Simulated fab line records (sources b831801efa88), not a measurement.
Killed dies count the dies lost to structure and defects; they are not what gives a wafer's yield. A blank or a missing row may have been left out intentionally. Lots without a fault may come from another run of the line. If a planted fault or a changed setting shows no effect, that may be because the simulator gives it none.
Which of the tools did it?	flow sky130	14 lots, 42 wafers sampled, at 4 steps of a route of 708

WHAT THE GAUGES SHOWED, per wafer
SKY_VIA2_THK_MEAS_23: measures by xrf. Usual: for VIA2_W_THK the level is 400 nm and the standard deviation is 6.3.
lot	measured	on	VIA2_W_THK (nm)	flag
L311	day 35 23:34	film metro-04	414 415 412	
L312	day 36 16:28	film metro-02	393 393 387	
L315	day 37 11:08	film metro-04	401 400 397	
L317	day 38 19:28	film metro-02	395 401 390	
L320	day 39 06:58	film metro-04	398 398 401	
L322	day 39 18:49	film metro-02	391 394 392	
L323	day 40 02:42	film metro-04	396 405 397	
L325	day 40 11:55	film metro-04	395 398 403	
L326	day 40 21:19	film metro-04	403 399 400	
L327	day 41 07:11	film metro-01	406 411 405	
L328	day 41 10:25	film metro-02	394 391 390	
L331	day 42 08:43	film metro-04	398 403 400	
L333	day 42 15:10	film metro-02	393 390 396	
L334	day 44 06:56	film metro-01	410 400 406	

SKY_METAL3_CD_MEAS_13 targets a cd of 300 nm. Usual: cd nm at 300.0 nm, with a standard deviation of 1.3.
lot	measured	on	cd nm (nm)	flag
L311	day 38 03:23	cd sem-01	299.5 301.1 299.6	
L312	day 38 21:40	cd sem-01	299.9 301.6 301.5	
L315	day 39 14:31	cd sem-01	299.5 300.3 298.1	
L317	day 40 20:57	cd sem-01	299.0 299.3 301.3	
L320	day 41 07:10	cd sem-01	300.3 299.6 299.3	
L322	day 41 16:31	cd sem-01	303.3 302.8 302.3	
L323	day 41 23:40	cd sem-02	301.8 302.5 301.2	
L325	day 42 09:29	cd sem-02	300.3 301.0 300.2	
L326	day 42 18:18	cd sem-02	301.5 301.2 301.3	
L327	day 43 07:43	cd sem-02	299.5 299.9 300.1	
L328	day 43 12:29	cd sem-02	300.4 301.0 301.0	
L331	day 44 07:35	cd sem-02	299.9 300.5 299.8	
L333	day 44 13:35	cd sem-01	300.2 299.9 298.7	
L334	day 46 02:38	cd sem-01	299.6 299.7 299.9	

WHICH TOOL RAN EACH LOT (tool, then ch and the chambers of the sampled wafers, then the start)
lot	SKY_VT_ADJUST_LVTN_DEVELOP_06	SKY_VIA1_SOFTBAKE_08
L311	litho track-01 ch 0, day 6 18:00	litho track-02 ch 0, day 35 23:34 or earlier
L312	litho track-01 ch 0, day 7 08:00	litho track-03 ch 0, day 36 16:28 or earlier
L315	litho track-01 ch 0, day 8 00:00	litho track-02 ch 0, day 37 11:08 or earlier
L317	litho track-03 ch 0, day 8 16:00	litho track-04 ch 0, day 38 19:28 or earlier
L320	litho track-03 ch 0, day 9 14:00	litho track-02 ch 0, day 39 06:58 or earlier
L322	litho track-04, day 9 21:00	litho track-02 ch 0, day 39 18:49 or earlier
L323	litho track-04, day 10 04:00	litho track-02 ch 0, day 40 02:42 or earlier
L325	litho track-03 ch 0, day 10 16:00	litho track-04 ch 0, day 40 11:55 or earlier
L326	litho track-04 ch 0, day 10 21:00	litho track-02 ch 0, day 40 21:19 or earlier
L327	litho track-01 ch 0, day 11 05:00	litho track-04 ch 0, day 41 07:11 or earlier
L328	litho track-01 ch 0, day 11 08:00	litho track-04 ch 0, day 41 10:25 or earlier
L331	litho track-04 ch 0, day 12 06:00	litho track-02 ch 0, day 42 08:43 or earlier
L333	litho track-01 ch 0, day 12 22:00	litho track-02 ch 0, day 42 15:10 or earlier
L334	litho track-01 ch 0, day 13 09:00	litho track-02 ch 0, day 44 06:56 or earlier
- SKY_VT_ADJUST_LVTN_DEVELOP_06: develop time 60 s.
- SKY_VIA1_SOFTBAKE_08: time 91.46 s.

WHAT THE TOOLS THEMSELVES READ (means of the sampled wafers that have a number; where no wafer has one, the mark that the record gives instead)
SKY_VT_ADJUST_LVTN_DEVELOP_06. Usual: chill plate temp C at 22.99 C, with a standard deviation of 0.095.
lot	tool	chill plate temp C (C)	flag
L311	litho track-01	22.95	
L312	litho track-01	23.03	
L315	litho track-01	22.89	
L317	litho track-03	22.96	
L320	litho track-03	22.85	
L322	litho track-04	-	OFF
L323	litho track-04	-	OFF
L325	litho track-03	22.98	
L326	litho track-04	22.97	
L327	litho track-01	23.08	
L328	litho track-01	23.08	
L331	litho track-04	23.02	
L333	litho track-01	22.92	
L334	litho track-01	22.96	

SKY_VIA1_SOFTBAKE_08. Usual: chill plate temp C 23.02 C, standard deviation 0.1; plate sensor t centre C 100.88 C, standard deviation 0.01; plate sensor t edge C 100.96 C, standard deviation 0.0096.
lot	tool	chill plate temp C (C)	plate sensor t centre C (C)	plate sensor t edge C (C)	flag
L311	litho track-02	23.11	100.88	100.95	
L312	litho track-03	22.89	100.88	100.95	
L315	litho track-02	22.96	100.88	100.96	
L317	litho track-04	23.11	100.88	100.97	
L320	litho track-02	23.10	100.88	100.96	
L322	litho track-02	23.08	100.89	100.97	
L323	litho track-02	23.11	100.88	100.95	
L325	litho track-04	23.03	100.88	100.95	
L326	litho track-02	23.06	100.89	100.97	
L327	litho track-04	23.02	100.88	100.95	
L328	litho track-04	23.06	100.88	100.95	
L331	litho track-02	23.07	100.88	100.96	
L333	litho track-02	22.88	100.89	100.97	
L334	litho track-02	23.06	100.88	100.95	

THE ANSWER, worked out from the rows above alone
Rule: lot off if the mean of its wafers having a number is beyond 3 standard deviations from the usual mean. Also off: a lot with no number at a reading for which 4 or more lots have one. All remaining lots with rows at the step are treated as sound. The gauges are gone through in route order, then the tools' own readings, and for those a lot's mean is taken as printed above. The first step at which some lot is off is used, and at that step the reading that is off furthest; a lot without a number counts as furthest.
Off, at SKY_VT_ADJUST_LVTN_DEVELOP_06 on chill plate temp C: L322, L323. Without a number there: L322, L323.
If a tool, at that step or one of the process steps before it, ran each lot that is off and ran no sound lot following the first of them, it fits. Of those tried, none fits.

WHAT THE SIMULATOR HAD PUT IN
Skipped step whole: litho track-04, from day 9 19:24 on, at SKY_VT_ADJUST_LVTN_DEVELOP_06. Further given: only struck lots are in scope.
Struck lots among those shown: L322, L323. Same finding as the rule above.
